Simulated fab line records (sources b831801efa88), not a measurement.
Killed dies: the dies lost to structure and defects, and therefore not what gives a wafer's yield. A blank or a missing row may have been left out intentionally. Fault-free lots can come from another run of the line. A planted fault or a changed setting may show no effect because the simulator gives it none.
fab line records	flow sfq_line
[record] lots = 5	wafers = 15	last_day = 85
route steps=325 shown I6@270 M7@281 I7@296 M8@311
lots with no fault: from the same line, run without faults
start_h: the number of hours between the record's first day and the start of the first shown wafer of the lot	wait_h: hours since the lot's step before	" the same as in the row above	L1.1+2: a row that stands for several wafers	- either no value or no given start	* or withheld: withheld	< > ~ a bound
route shown NAME@n: NAME is a module with steps in the file, n the number in the route of the first one	usual: mean/standard deviation taken from wafers without a fault	same: alike in all rows	chamber/n: place in a boat	sites: each site's reading	_std_site: the values' standard deviation	_edge_site: inner sites' mean taken away from outer sites' mean	radius_mm: for every site, how far away it sits from the centre of the wafer	mask NAME#n: copy n	behind: the tool/chamber that last shaped the wafer	hold: why the lot went on hold/how many hours it stayed there/how the hold came to an end	device: the n, p or np transistor that did not switch	end of line: the same wafers' tests at the end of the route	where a step has no rows: the recipe by itself	killed: not the wafer's yield, but the dies lost to structure and defects at the first sort	map: a wafer's dies, marking killed ones x, the rest . and places with no die _
set.NAME: setting as actually run; set.NAME@STEP: the setting as run at that earlier step	model.NAME: the simulator's own value behind a step, which no gauge read
certain route steps with their lots: each step a table, each wafer a row
services: a tool's chamber out of use, with start hour (start_h, from the record's first day; less than 0 if before it), hours out, and reason
[[steps]]
[step SFQ_TRILAYER_I6_VIA_LITHO_COAT_174]
[recipe] resist = BARC	spin_rpm = 3000	resist_thk_nm = 63.19
[step SFQ_TRILAYER_I6_VIA_LITHO_COAT_169]
[recipe] resist = KrF	spin_rpm = 3000	resist_thk_nm = 650
[step SFQ_TRILAYER_I6_VIA_LITHO_SOFTBAKE_173]
[recipe] temp_c = withheld	time_s = withheld	resist = KrF
[step SFQ_TRILAYER_I6_VIA_LITHO_EXPOSE_170]
[recipe] mask_id = I6	na = 0.6	source_shape = conventional	sigma_outer = 0.65	target_cd_nm = 700	dose_mj = 21.3
[step SFQ_TRILAYER_I6_VIA_LITHO_PEB_172]
[recipe] peb_temp_c = 115	peb_time_s = 60	resist = KrF
[step SFQ_TRILAYER_I6_VIA_LITHO_DEVELOP_171]
[recipe] time_s = 60	resist = KrF
[step SFQ_I6_OVL_MEAS_942]
[usual] I6_OVL = 0/6.8
lot.wafer	tool	chamber	start_h	wait_h	I6_OVL[nm]
L325.1	overlay-02	-	1732.54	0.1	-9
L325.2	"	-	"	"	-3
L325.3	"	-	"	"	-5
L331.1	overlay-02	-	1767.71	0.1	1
L331.2	"	-	"	"	16
L331.4	"	-	"	"	21
L338.1	overlay-01	-	1808.64	0.1	6
L338.2	"	-	"	"	1
L338.3	"	-	"	"	8
L341.4	overlay-01	-	1820.66	0.1	-9
L341.5	"	-	"	"	-8
L341.6	"	-	"	"	-12
L343.2	overlay-01	-	1855.31	0.1	3
L343.3	"	-	"	"	-5
L343.4	"	-	"	"	2
[step SFQ_TRILAYER_I6_VIA_BARC_OPEN_VIA_ETCH_235]
[recipe] mask_material = PR	chemistry = O2	target_depth_nm = 125	target = BARC	source_w = 500	bias_w = 80	pressure_mtorr = 30	time_s = 41.7
[step SFQ_TRILAYER_I6_VIA_ETCH_VIA_ETCH_172]
[recipe] target = SiO2	stop_on = Nb	mask_material = PR	taper_deg = 20	chemistry = CHF3	target_depth_nm = 260	source_w = 500	bias_w = 80	pressure_mtorr = 30	time_s = withheld
[step SFQ_TRILAYER_I6_VIA_STRIP_STRIP_173]
[recipe] gas = O2	power_w = 200	platen_temp_c = 40	overash_fraction = 0.65	chemistry = O2	pressure_mtorr = 50
[step SFQ_TRILAYER_I6_VIA_STRIP_SOLV_CLEAN_174]
[recipe] chemistry = NMP	temp_c = 70	time_s = 600
[step SFQ_TRILAYER_M7_DEP_PRE_CLEAN_176]
[recipe] gas = Ar	time_s = 22.5	bias_v = 250
[step SFQ_TRILAYER_M7_DEP_SPUTTER_175]
[recipe] material = Nb	base_pressure_pa = 1.33e-06	chamber_pressure_pa = 0.1333	substrate_temp_c = 20	target_thk_nm = 200	power_w = 2000	time_s = 133.3
[usual] cathode_dc_power_W = 2000.0/0.39	throttle_valve_pct = 30.5/1.2
[same] time_s = 133.3
lot.wafer	tool	chamber	start_h	wait_h	cathode_dc_power_W	throttle_valve_pct	model.Nb_of_TRILAYER_M7_DEP_SPUTTER_175.thk_nm
L325.1	pvd_sputter-04	-	1733.71	0.0	1999.8	32.0	202.6
L325.2	"	-	"	"	2000.0	31.8	202.2
L325.3	"	-	"	"	1999.3	28.5	201.9
L331.1	pvd_sputter-04	-	1768.71	0.0	2000.7	31.9	203.7
L331.2	"	-	"	"	1999.3	32.0	201.7
L331.4	"	-	"	"	2284.7	29.9	229.4
L338.1	pvd_sputter-03	-	1809.63	0.0	2000.1	31.0	198.7
L338.2	"	-	"	"	1999.9	29.4	198.6
L338.3	"	-	"	"	2000.0	29.6	200.9
L341.4	pvd_sputter-03	-	1821.65	0.0	1999.9	32.3	199.2
L341.5	"	-	"	"	2000.9	29.4	199.7
L341.6	"	-	"	"	2000.3	32.1	198.3
L343.2	pvd_sputter-04	-	1856.29	0.0	1999.1	32.1	201.1
L343.3	"	-	"	"	2000.2	28.6	203.2
L343.4	"	-	"	"	2000.0	31.8	204.1
[step SFQ_M7_RS_MEAS_943]
[recipe] thk_meas_gauge = four-point-probe	reads = Nb_of_TRILAYER_M7_DEP_SPUTTER_175
[usual] M7_NB_RS = 0.888/0.0097
lot.wafer	tool	chamber	start_h	wait_h	M7_NB_RS[ohm/sq]
L325.1	film_metro-01	-	1733.80	0.0	0.878
L325.2	"	-	"	"	0.881
L325.3	"	-	"	"	0.882
L331.1	film_metro-04	-	1768.80	0.0	0.872
L331.2	"	-	"	"	0.881
L331.4	"	-	"	"	0.773
L338.1	film_metro-01	-	1809.72	0.0	0.897
L338.2	"	-	"	"	0.895
L338.3	"	-	"	"	0.886
L341.4	film_metro-04	-	1821.80	0.1	0.892
L341.5	"	-	"	"	0.893
L341.6	"	-	"	"	0.896
L343.2	film_metro-04	-	1856.40	0.1	0.885
L343.3	"	-	"	"	0.879
L343.4	"	-	"	"	0.873
[step SFQ_TRILAYER_M7_LITHO_COAT_182]
[recipe] resist = BARC	spin_rpm = 3000	resist_thk_nm = 62
[step SFQ_TRILAYER_M7_LITHO_COAT_177]
[recipe] resist = KrF	spin_rpm = 3000	resist_thk_nm = 600
[step SFQ_TRILAYER_M7_LITHO_SOFTBAKE_181]
[recipe] temp_c = withheld	time_s = withheld	resist = KrF
[step SFQ_TRILAYER_M7_LITHO_EXPOSE_178]
[recipe] mask_id = M7	na = 0.6	source_shape = conventional	sigma_outer = 0.65	target_cd_nm = 500	dose_mj = 14.4
[step SFQ_TRILAYER_M7_LITHO_PEB_180]
[recipe] peb_temp_c = 115	peb_time_s = 60	resist = KrF
[step SFQ_TRILAYER_M7_LITHO_DEVELOP_179]
[recipe] time_s = 60	resist = KrF
[step SFQ_M7_OVL_MEAS_945]
[usual] M7_OVL = 0/5.6
lot.wafer	tool	chamber	start_h	wait_h	M7_OVL[nm]
L325.1	overlay-01	-	1825.44	0.1	2
L325.2	"	-	"	"	1
L325.3	"	-	"	"	-2
L331.1	overlay-01	-	1868.63	0.1	9
L331.2	"	-	"	"	6
L331.4	"	-	"	"	5
L338.1	overlay-02	-	1914.35	0.1	2
L338.2	"	-	"	"	9
L338.3	"	-	"	"	6
L341.4	overlay-01	-	1925.17	0.1	4
L341.5	"	-	"	"	1
L341.6	"	-	"	"	-1
L343.2	overlay-01	-	1961.80	0.1	-5
L343.3	"	-	"	"	-8
L343.4	"	-	"	"	-3
[step SFQ_TRILAYER_M7_BARC_OPEN_METAL_ETCH_229]
[recipe] mask_material = PR	chemistry = O2	target_depth_nm = 125	target = BARC	icp_w = 577.1	bias_w = 80	pressure_mtorr = 10	time_s = 41.7
[usual] drypump_motor_current_A = 5.9/0.46	oes_product_au = 0.686/0.0048
[same] time_s = 41.7
lot.wafer	tool	chamber	start_h	wait_h	drypump_motor_current_A	oes_product_au	rf_hours_counter_h
L325.1	rie_metal-01	1	1825.48	0.0	6.2	0.680	1
L325.2	"	0	"	"	5.9	0.688	77
L325.3	"	1	"	"	6.2	0.692	-
L331.1	rie_metal-03	0	1868.66	0.0	5.1	0.685	6
L331.2	"	1	"	"	6.0	0.695	111
L331.4	"	1	"	"	5.9	0.689	-
L338.1	rie_metal-03	0	1914.39	0.0	5.1	0.684	12
L338.2	"	1	"	"	6.0	0.684	116
L338.3	"	0	"	"	5.1	0.682	-
L341.4	rie_metal-03	0	1925.21	0.0	5.1	0.689	-
L341.5	"	1	"	"	6.0	0.683	-
L341.6	"	0	"	"	5.1	0.682	-
L343.2	rie_metal-03	1	1961.83	0.0	6.0	0.672	123
L343.3	"	0	"	"	5.1	0.688	-
L343.4	"	1	"	"	6.0	0.681	-
[step SFQ_TRILAYER_M7_ETCH_METAL_ETCH_180]
[recipe] target = Nb	stop_on = SiO2	mask_material = PR	chemistry = Cl2/Ar	target_depth_nm = 240	icp_w = 600	bias_w = 80	pressure_mtorr = 10	time_s = 120
[usual] drypump_motor_current_A = 5.9/0.46	oes_product_au = 0.895/0.0082
[same] time_s = 120
lot.wafer	tool	chamber	start_h	wait_h	drypump_motor_current_A	oes_product_au	rf_hours_counter_h
L325.1	rie_metal-01	1	1825.54	0.0	6.2	0.911	1
L325.2	"	0	"	"	5.9	0.898	77
L325.3	"	1	"	"	6.2	0.900	-
L331.1	rie_metal-03	0	1868.72	0.0	5.2	0.908	6
L331.2	"	1	"	"	6.0	0.897	111
L331.4	"	1	"	"	6.0	0.968	-
L338.1	rie_metal-03	0	1914.45	0.0	5.2	0.888	12
L338.2	"	1	"	"	6.0	0.885	117
L338.3	"	0	"	"	5.2	0.900	-
L341.4	rie_metal-03	0	1925.29	0.1	5.2	0.889	-
L341.5	"	1	"	"	5.9	0.887	-
L341.6	"	0	"	"	5.1	0.897	-
L343.2	rie_metal-03	1	1961.89	0.0	6.0	0.894	124
L343.3	"	0	"	"	5.1	0.901	-
L343.4	"	1	"	"	5.9	0.904	-
[step SFQ_TRILAYER_M7_STRIP_STRIP_181]
[recipe] gas = O2	power_w = 200	platen_temp_c = 40	overash_fraction = 0.65	chemistry = O2	pressure_mtorr = 50
[usual] drypump_motor_current_A = 5.9/0.46	oes_product_au = 0.997/0.0084	platen_temp_c = 40.01/0.11
lot.wafer	tool	chamber	start_h	wait_h	drypump_motor_current_A	oes_product_au	platen_temp_c	rf_hours_counter_h
L325.1	rie_metal-01	1	1825.66	0.1	6.2	0.989	39.78	1
L325.2	"	0	"	"	5.9	0.992	40.34	77
L325.3	"	1	"	"	6.1	0.989	39.97	-
L331.1	rie_metal-03	0	1868.85	0.1	5.2	0.990	39.98	7
L331.2	"	1	"	"	5.9	0.995	40.01	111
L331.4	"	1	"	"	6.0	1.000	39.99	-
L338.1	rie_metal-03	0	1914.57	0.1	5.2	1.010	39.96	12
L338.2	"	1	"	"	6.0	1.001	40.14	117
L338.3	"	0	"	"	5.1	1.002	40.12	-
L341.4	rie_metal-03	0	1925.57	0.2	5.2	1.006	40.19	-
L341.5	"	1	"	"	6.0	1.005	40.01	-
L341.6	"	0	"	"	5.1	1.002	39.99	-
L343.2	rie_metal-03	1	1962.02	0.1	6.0	1.000	40.13	124
L343.3	"	0	"	"	5.2	0.997	40.12	-
L343.4	"	1	"	"	6.0	1.003	40.10	-
[step SFQ_TRILAYER_M7_STRIP_SOLV_CLEAN_182]
[recipe] chemistry = NMP	temp_c = 70	time_s = 600
[step SFQ_TRILAYER_I7_DEP_PECVD_183]
[recipe] material = SiO2	temp_c = 150	time_s = 111.11	pressure_torr = 2.4	rf_w = 183.3	precursor = SiH4/N2O	target_thk_nm = 500
[step SFQ_TRILAYER_I7_CMP_CMP_184]
[recipe] material = SiO2	down_force_psi = 3	platen_rpm = 60	pad_velocity_m_s = 0.94248
[step SFQ_I7_BOW_MEAS_946]
[recipe] mode = bow
[usual] I7_BOW = 9/9.7
lot.wafer	tool	chamber	start_h	wait_h	I7_BOW[um]
L325.1	film_metro-02	-	1830.21	1.0	14
L325.2	"	-	"	"	13
L325.3	"	-	"	"	21
L331.1	film_metro-02	-	1872.70	2.0	2
L331.2	"	-	"	"	-10
L331.4	"	-	"	"	5
L338.1	film_metro-01	-	1919.02	2.5	24
L338.2	"	-	"	"	14
L338.3	"	-	"	"	18
L341.4	film_metro-03	-	1929.47	2.6	13
L341.5	"	-	"	"	8
L341.6	"	-	"	"	14
L343.2	film_metro-01	-	1965.99	1.0	-4
L343.3	"	-	"	"	-11
L343.4	"	-	"	"	-5
[step SFQ_TRILAYER_I7_METRO_MEASURE_185]
[usual] thk_nm = 199.9/1.1
lot.wafer	tool	chamber	start_h	wait_h	thk_nm
L325.1	film_metro-02	-	1830.33	0.1	200.7
L325.2	"	-	"	"	201.3
L325.3	"	-	"	"	200.5
L331.1	film_metro-02	-	1872.82	0.1	201.5
L331.2	"	-	"	"	202.2
L331.4	"	-	"	"	200.5
L338.1	film_metro-01	-	1919.14	0.1	201.1
L338.2	"	-	"	"	198.8
L338.3	"	-	"	"	197.4
L341.4	film_metro-03	-	1930.13	0.6	198.5
L341.5	"	-	"	"	199.9
L341.6	"	-	"	"	199.0
L343.2	film_metro-01	-	1966.29	0.3	200.3
L343.3	"	-	"	"	199.5
L343.4	"	-	"	"	201.3
[step SFQ_TRILAYER_I7_VIA_LITHO_COAT_192]
[recipe] resist = BARC	spin_rpm = 3000	resist_thk_nm = 62
[step SFQ_TRILAYER_I7_VIA_LITHO_COAT_187]
[recipe] resist = KrF	spin_rpm = 3000	resist_thk_nm = 650
[step SFQ_TRILAYER_I7_VIA_LITHO_SOFTBAKE_191]
[recipe] temp_c = withheld	time_s = withheld	resist = KrF
[step SFQ_TRILAYER_I7_VIA_LITHO_EXPOSE_188]
[recipe] mask_id = I7	na = 0.6	source_shape = conventional	sigma_outer = 0.65	target_cd_nm = 1000	dose_mj = 21.3
[step SFQ_TRILAYER_I7_VIA_LITHO_PEB_190]
[recipe] peb_temp_c = 115	peb_time_s = 60	resist = KrF
[step SFQ_TRILAYER_I7_VIA_LITHO_DEVELOP_189]
[recipe] time_s = 60	resist = KrF
[step SFQ_I7_OVL_MEAS_947]
[usual] I7_OVL = -1/5.1
lot.wafer	tool	chamber	start_h	wait_h	I7_OVL[nm]
L325.1	overlay-01	-	1833.78	0.1	2
L325.2	"	-	"	"	1
L325.3	"	-	"	"	-1
L331.1	overlay-01	-	1876.27	0.1	-8
L331.2	"	-	"	"	-8
L331.4	"	-	"	"	-12
L338.1	overlay-01	-	2012.20	0.1	5
L338.2	"	-	"	"	-1
L338.3	"	-	"	"	0
L341.4	overlay-02	-	2020.74	0.1	4
L341.5	"	-	"	"	4
L341.6	"	-	"	"	-1
L343.2	overlay-01	-	2039.53	0.1	0
L343.3	"	-	"	"	9
L343.4	"	-	"	"	-5
[step SFQ_TRILAYER_I7_VIA_BARC_OPEN_VIA_ETCH_260]
[recipe] mask_material = PR	chemistry = O2	target_depth_nm = 125	target = BARC	source_w = 500	bias_w = 80	pressure_mtorr = 30	time_s = 41.7
[usual] drypump_motor_current_A = 5.6/0.46	oes_product_au = 0.685/0.0044
[same] time_s = 41.7
lot.wafer	tool	chamber	start_h	wait_h	drypump_motor_current_A	oes_product_au	rf_hours_counter_h
L325.1	rie_diel-02	3	1833.82	0.0	5.9	0.682	4
L325.2	"	1	"	"	5.6	0.686	17
L325.3	"	2	"	"	5.6	0.689	18
L331.1	rie_diel-01	3	1876.31	0.0	5.2	0.679	18
L331.2	"	2	"	"	5.1	0.686	18
L331.4	"	0	"	"	5.8	0.688	20
L338.1	rie_diel-04	0	2012.23	0.0	6.0	0.686	11
L338.2	"	2	"	"	5.0	0.682	7
L338.3	"	3	"	"	6.3	0.690	14
L341.4	rie_diel-04	2	2020.76	0.0	5.0	0.682	7
L341.5	"	3	"	"	6.2	0.676	-
L341.6	"	2	"	"	5.1	0.681	-
L343.2	rie_diel-01	1	2039.56	0.0	5.1	0.689	3
L343.3	"	2	"	"	5.1	0.685	21
L343.4	"	3	"	"	5.1	0.684	21
[step SFQ_TRILAYER_I7_VIA_ETCH_VIA_ETCH_190]
[recipe] target = SiO2	stop_on = Nb	mask_material = PR	taper_deg = 20	chemistry = CHF3	target_depth_nm = 260	source_w = 500	bias_w = 80	pressure_mtorr = 30	time_s = withheld
[usual] drypump_motor_current_A = 5.6/0.46	oes_product_au = 0.854/0.0054
lot.wafer	tool	chamber	start_h	wait_h	drypump_motor_current_A	oes_product_au
L325.1	rie_diel-02	3	1833.86	0.0	5.9	0.861
L325.2	"	1	"	"	5.7	0.863
L325.3	"	2	"	"	5.6	0.844
L331.1	rie_diel-01	3	1876.35	0.0	5.1	0.863
L331.2	"	2	"	"	5.1	0.860
L331.4	"	0	"	"	5.7	0.847
L338.1	rie_diel-04	0	2012.27	0.0	6.0	0.854
L338.2	"	2	"	"	5.0	0.858
L338.3	"	3	"	"	6.3	0.838
L341.4	rie_diel-04	2	2020.80	0.0	5.0	0.849
L341.5	"	3	"	"	6.3	0.852
L341.6	"	2	"	"	5.0	0.844
L343.2	rie_diel-01	1	2039.60	0.0	5.1	0.857
L343.3	"	2	"	"	5.1	0.849
L343.4	"	3	"	"	5.1	0.853
[step SFQ_TRILAYER_I7_VIA_STRIP_STRIP_191]
[recipe] gas = O2	power_w = 200	platen_temp_c = 40	overash_fraction = 0.6759	chemistry = O2	pressure_mtorr = 50
[step SFQ_TRILAYER_I7_VIA_STRIP_SOLV_CLEAN_192]
[recipe] chemistry = NMP	temp_c = 70	time_s = 600
[step SFQ_TRILAYER_M8_LITHO_LOR_COAT_197]
[recipe] resist = lift-off	spin_rpm = 3000
[step SFQ_M8_BOW_MEAS_951]
[recipe] mode = bow
[usual] M8_BOW = 10/9.7
lot.wafer	tool	chamber	start_h	wait_h	M8_BOW[um]	model.etest.m7.ohm_um	model.etest.i6.link_ohm	model.etest.m7.ohm_sq	model.etest.i7.link_ohm
L325.1	film_metro-03	-	1936.10	0.0	15	1.75	1.86	0.8792	1.038
L325.2	"	-	"	"	15	1.764	1.869	0.8808	1.042
L325.3	"	-	"	"	23	1.767	1.865	0.8819	1.042
L331.1	film_metro-04	-	1985.68	0.0	4	1.741	1.872	0.8743	1.039
L331.2	"	-	"	"	-9	1.768	1.891	0.8829	1.043
L331.4	"	-	"	"	5	1.554	1.765	0.7763	0.9403
L338.1	film_metro-04	-	2017.10	0.0	24	1.798	1.889	0.8966	1.057
L338.2	"	-	"	"	13	1.803	1.889	0.8969	1.057
L338.3	"	-	"	"	19	1.779	1.877	0.8864	1.046
L341.4	film_metro-03	-	2025.69	0.1	16	1.789	1.911	0.894	1.053
L341.5	"	-	"	"	10	1.787	1.9	0.892	1.052
L341.6	"	-	"	"	16	1.801	1.911	0.8982	1.061
L343.2	film_metro-01	-	2047.27	0.0	-2	1.781	1.855	0.8858	1.046
L343.3	"	-	"	"	-10	1.763	1.848	0.8764	1.036
L343.4	"	-	"	"	-4	1.755	1.832	0.8728	1.033
[[services]]
tool	chamber	start_h	hours	kind
rie_diel-01	2	1744.61	7.9	repair
rie_diel-01	3	1752.91	2.7	repair
film_metro-01	-	1760.87	1.8	pm
film_metro-01	-	1762.67	1.4	pm
rie_diel-04	1	1769.07	3.3	repair
rie_diel-04	2	1784.22	23.4	repair
rie_diel-04	-	1786.57	2.8	pm
pvd_sputter-03	-	1794.58	1.3	repair
rie_diel-01	3	1815.16	1.3	repair
pvd_sputter-04	-	1816.07	0.5	repair
rie_diel-01	1	1823.23	7.5	repair
rie_diel-01	0	1833.46	9.9	repair
rie_diel-04	1	1853.17	5.0	repair
film_metro-02	-	1857.43	0.3	pm
film_metro-01	-	1867.31	0.7	pm
rie_diel-04	-	1918.04	0.2	repair
rie_diel-04	1	1939.12	4.9	repair
rie_metal-01	0	1941.27	26.9	repair
rie_diel-04	3	1945.57	2.8	repair
rie_diel-04	2	1971.19	7.9	repair
rie_diel-01	2	1993.81	8.0	repair
rie_diel-04	-	1994.66	0.1	repair
rie_diel-04	1	2003.54	10.6	repair
rie_diel-01	-	2032.64	0.4	repair
[[key]]
[first_sign] step = SFQ_TRILAYER_M7_DEP_SPUTTER_175	reading = cathode_dc_power_W	direction = up	sigmas = 99+	usual = 2000.0	struck = 2284.7
[effect] step = SFQ_M7_RS_MEAS_943	reading = M7_NB_RS	direction = down	sigmas = 12	usual = 0.888	struck = 0.773
[effect] step = SFQ_TRILAYER_M7_ETCH_METAL_ETCH_180	reading = oes_product_au	direction = up	sigmas = 9	usual = 0.895	struck = 0.968
[model_effect] step = SFQ_TRILAYER_M7_DEP_SPUTTER_175	value = Nb_of_TRILAYER_M7_DEP_SPUTTER_175.thk_nm	without = 201	struck = 229.4
[model_effect] step = SFQ_M8_BOW_MEAS_951	value = etest.m7.ohm_um	without = 1.774	struck = 1.554
met_at SFQ_TRILAYER_M7_DEP_SPUTTER_175
struck_wafers L331.4
[fault] kind = process_parameter_drift	tool = pvd_sputter-04	chamber = -	onset_h = 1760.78	steps = SFQ_TRILAYER_M7_DEP_SPUTTER_175	channel = power_w	offset = 284.82	shape = step	end_h = 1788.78	acts_in = these_recipes_only	stated = 2000	scope = struck_wafers_only
